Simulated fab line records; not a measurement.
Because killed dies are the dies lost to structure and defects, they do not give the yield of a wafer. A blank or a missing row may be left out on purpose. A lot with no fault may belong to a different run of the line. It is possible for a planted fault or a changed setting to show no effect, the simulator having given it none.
Which tool was responsible? -- flow gf180mcu -- 18 wafers from 6 lots sampled at 2 of the route's 602 steps

## WHAT THE GAUGES READ, wafer by wafer
GF_DUAL_GATE_THK_MEAS_03.
lot,measured,on,DUAL_GATE_OXIDATION_00_THK (nm)
L322,day 8 16:35,film-metro-02,17.64 17.75 17.47
L326,day 9 19:22,film-metro-02,11.20 11.43 11.31
L332,day 11 12:58,film-metro-02,10.67 10.79 10.72
L335,day 12 03:30,film-metro-02,11.12 11.05 10.96
L338,day 13 07:37,film-metro-01,11.23 11.18 11.09
L341,day 13 21:19,film-metro-01,10.93 10.95 11.02

## EACH LOT AND THE TOOL THAT RAN IT (in order: tool; ch and the chambers of the sampled wafers; start)
lot,GF_DUAL_GATE_OXIDATION_02
L322,"furnace-02 ch 0, day 8 13:31 and furnace-01 ch 0, day 8 15:08"
L326,"furnace-02 ch 0, day 9 17:56"
L332,"furnace-01 ch 0, day 11 11:31"
L335,"furnace-02 ch 0, day 12 02:03"
L338,"furnace-01 ch 0, day 13 06:10"
L341,"furnace-02 ch 0, day 13 19:52"
- GF_DUAL_GATE_OXIDATION_02: stabilise 600 s, purge 300 s, target thk 10.887 nm.

## THE ANSWER, worked out from the rows above alone
Rule: what is usual is taken from the lots themselves. The widest of any qualifying gaps counts: lots, ordered by their means at a reading, are off when they make up no more than a third of the lots, leave a main group of 4 or more, and stand apart from it by 3 or more times the standard deviation of that group's means. A main group whose means are all the same, to the digits that the tables above print for the reading, isn't used. Also off: a lot with no number at a reading for which 4 or more lots have one. The other lots that the step has rows for count as sound.
Off: L322, at GF_DUAL_GATE_THK_MEAS_03 (DUAL_GATE_OXIDATION_00_THK). Mean 11.04 nm and standard deviation 0.2 in the main group.
A tool fits if, at a process step before that reading, it ran every lot that is off, and no sound lot after the first of them. Those tools and the gauges at GF_DUAL_GATE_THK_MEAS_03 are tried in the same way. No candidate that was tried fits.

## WHAT WAS PUT IN BY THE SIMULATOR
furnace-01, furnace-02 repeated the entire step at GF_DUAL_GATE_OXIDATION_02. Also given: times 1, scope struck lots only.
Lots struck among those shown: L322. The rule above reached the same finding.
